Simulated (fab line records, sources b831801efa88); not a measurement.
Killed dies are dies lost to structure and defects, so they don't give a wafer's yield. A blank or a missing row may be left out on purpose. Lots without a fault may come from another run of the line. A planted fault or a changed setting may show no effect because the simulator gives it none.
Which tool did it? | flow gf180mcu | 13 lots, 39 wafers sampled, at 4 steps of a route of 602

WHAT THE GAUGES READ, wafer by wafer
GF_CONTACT_THK_MEAS_03. Usual: CONTACT_CVD_02_THK 860 nm, standard deviation 12.
lot  | measured     | on            | CONTACT_CVD_02_THK (nm) | flag
L714 | day 15 09:44 | film_metro-03 | 861 867 875             |
L715 | day 15 19:59 | film_metro-01 | 849 849 855             |
L716 | day 15 23:49 | film_metro-04 | 839 835 855             |
L718 | day 16 14:09 | film_metro-01 | 859 849 858             |
L719 | day 17 00:08 | film_metro-03 | 837 854 868             |
L720 | day 17 09:02 | film_metro-04 | 856 875 862             |
L721 | day 17 19:54 | film_metro-04 | 862 838 871             |
L722 | day 17 21:11 | film_metro-04 | 848 861 850             |
L725 | day 19 03:07 | film_metro-01 | 863 875 878             |
L730 | day 20 23:36 | film_metro-03 | 847 838 844             |
L732 | day 21 17:39 | film_metro-03 | 841 855 853             |
L734 | day 22 05:01 | film_metro-04 | 859 866 853             |
L737 | day 23 06:49 | film_metro-04 | 851 860 874             |

GF_V1_RS_MEAS_24: measures by four-point-probe. Usual: V1_W_RS 0.330 ohm/sq, standard deviation 0.0041.
lot  | measured     | on            | V1_W_RS (ohm/sq)  | flag
L714 | day 18 09:26 | film_metro-01 | 0.330 0.332 0.331 |
L715 | day 19 01:30 | film_metro-01 | 0.328 0.328 0.328 |
L716 | day 19 01:41 | film_metro-02 | 0.327 0.328 0.332 |
L718 | day 19 15:50 | film_metro-03 | 0.330 0.331 0.324 |
L719 | day 20 03:38 | film_metro-03 | 0.326 0.332 0.327 |
L720 | day 20 14:08 | film_metro-01 | 0.327 0.330 0.331 |
L721 | day 21 00:11 | film_metro-02 | 0.329 0.328 0.332 |
L722 | day 21 01:11 | film_metro-02 | 0.328 0.335 0.336 |
L725 | day 22 08:37 | film_metro-01 | 0.331 0.330 0.329 |
L730 | day 24 01:29 | film_metro-03 | 0.336 0.339 0.334 |
L732 | day 24 17:52 | film_metro-03 | 0.328 0.324 0.332 |
L734 | day 25 04:58 | film_metro-02 | 0.341 0.340 0.334 |
L737 | day 26 04:50 | film_metro-01 | 0.329 0.328 0.333 |

GF_M2_RS_MEAS_05: measures by four-point-probe. Usual: M2_ALCU_RS 0.0694 ohm/sq, standard deviation 0.00082.
lot  | measured     | on            | M2_ALCU_RS (ohm/sq)  | flag
L714 | day 18 10:08 | film_metro-02 | 0.0677 0.0687 0.0680 |
L715 | day 19 02:13 | film_metro-04 | 0.0695 0.0696 0.0697 |
L716 | day 19 02:23 | film_metro-02 | 0.0684 0.0692 0.0684 |
L718 | day 19 16:32 | film_metro-01 | 0.0691 0.0692 0.0690 |
L719 | day 20 04:20 | film_metro-01 | 0.0700 0.0705 0.0696 |
L720 | day 20 14:50 | film_metro-02 | 0.0699 0.0704 0.0693 |
L721 | day 21 00:53 | film_metro-04 | 0.0699 0.0696 0.0697 |
L722 | day 21 01:53 | film_metro-04 | 0.0699 0.0690 0.0691 |
L725 | day 22 09:19 | film_metro-02 | 0.0682 0.0685 0.0689 |
L730 | day 24 02:11 | film_metro-01 | 0.0692 0.0698 0.0696 |
L732 | day 24 18:34 | film_metro-01 | 0.0679 0.0688 0.0682 |
L734 | day 25 05:40 | film_metro-01 | 0.0710 0.0705 0.0700 |
L737 | day 26 05:32 | film_metro-02 | 0.0683 0.0681 0.0678 |

WHICH TOOL RAN EACH LOT (tool, then ch and the chambers of the sampled wafers, then the start)
lot  | GF_STI_WET_ETCH_17
L714 | wet_bench-01 ch 2, day 2 02:50
L715 | wet_bench-04 ch 1, day 2 09:57
L716 | wet_bench-04 ch 2, day 2 15:57
L718 | wet_bench-04 ch 3, day 2 22:41
L719 | wet_bench-02 ch 1, day 3 04:20
L720 | wet_bench-01 ch 3, day 3 08:09
L721 | wet_bench-01 ch 0, day 3 14:51
L722 | wet_bench-04 ch 0, day 3 18:29
L725 | wet_bench-02 ch 2, day 4 10:20
L730 | wet_bench-04 ch 3, day 5 12:57
L732 | wet_bench-02 ch 0, day 5 22:46
L734 | wet_bench-01 ch 1, day 6 08:36
L737 | wet_bench-02 ch 1, day 7 00:47
- GF_STI_WET_ETCH_17: etches Si3N4 in H3PO4, target depth 45 nm, time 514 s.

WHAT THE TOOLS THEMSELVES READ (means of the sampled wafers that have a number; where no wafer has one, the mark that the record gives instead)
GF_STI_WET_ETCH_17. Usual: bath_guard_temp_C 159.8 C, standard deviation 0.58; temp_c 159.99 C, standard deviation 0.14.
lot  | tool         | bath_guard_temp_C (C) | temp_c (C) | flag
L714 | wet_bench-01 | 160.0                 | 160.01     |
L715 | wet_bench-04 | 158.8                 | 160.00     |
L716 | wet_bench-04 | 160.6                 | 160.02     |
L718 | wet_bench-04 | 160.2                 | 159.94     |
L719 | wet_bench-02 | 160.1                 | 160.17     |
L720 | wet_bench-01 | 159.4                 | 159.98     |
L721 | wet_bench-01 | 159.5                 | 160.01     |
L722 | wet_bench-04 | 160.3                 | 159.99     |
L725 | wet_bench-02 | 160.0                 | 159.86     |
L730 | wet_bench-04 | 151.7                 | 151.22     | OFF
L732 | wet_bench-02 | 160.2                 | 159.90     |
L734 | wet_bench-01 | 160.8                 | 159.96     |
L737 | wet_bench-02 | 159.9                 | 160.02     |

THE ANSWER, worked out from the rows above alone
Rule: a lot is off if the mean of its wafers that have a number lies more than 3 standard deviations from the usual mean. A lot without any number at a reading at which 4 lots or more have one is off too. The other lots that the step has rows for count as sound. The gauges are gone through in route order, then the tools' own readings, and for those a lot's mean is taken as printed above. The first step at which some lot is off is used, and at that step the reading that is off furthest; a lot without a number counts as furthest.
Off: L730, at GF_STI_WET_ETCH_17 (temp_c).
A tool fits if, at that step or a process step before it, it ran every lot that is off, and no sound lot after the first of them. One fits: wet_bench-04 at GF_STI_WET_ETCH_17. Its last sound lot is L722 (day 3 18:29), its first lot that is off L730 (day 5 12:57): a fault that began between those two fits.
The tool's own readings at GF_STI_WET_ETCH_17 bear it out: on the lots that are off they differ by more than 5 times the standard deviation of the sound lots' means. bath_guard_temp_C reads 151.7 C there against 160.0 C on the sound lots; temp_c reads 151.22 C there against 159.99 C on the sound lots.

WHAT THE SIMULATOR HAD PUT IN
Process parameter drift: wet_bench-04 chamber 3, from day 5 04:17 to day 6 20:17, at GF_STI_WET_ETCH_17. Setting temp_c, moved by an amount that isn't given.
Lots struck among those shown: L730. The rule above found the same.
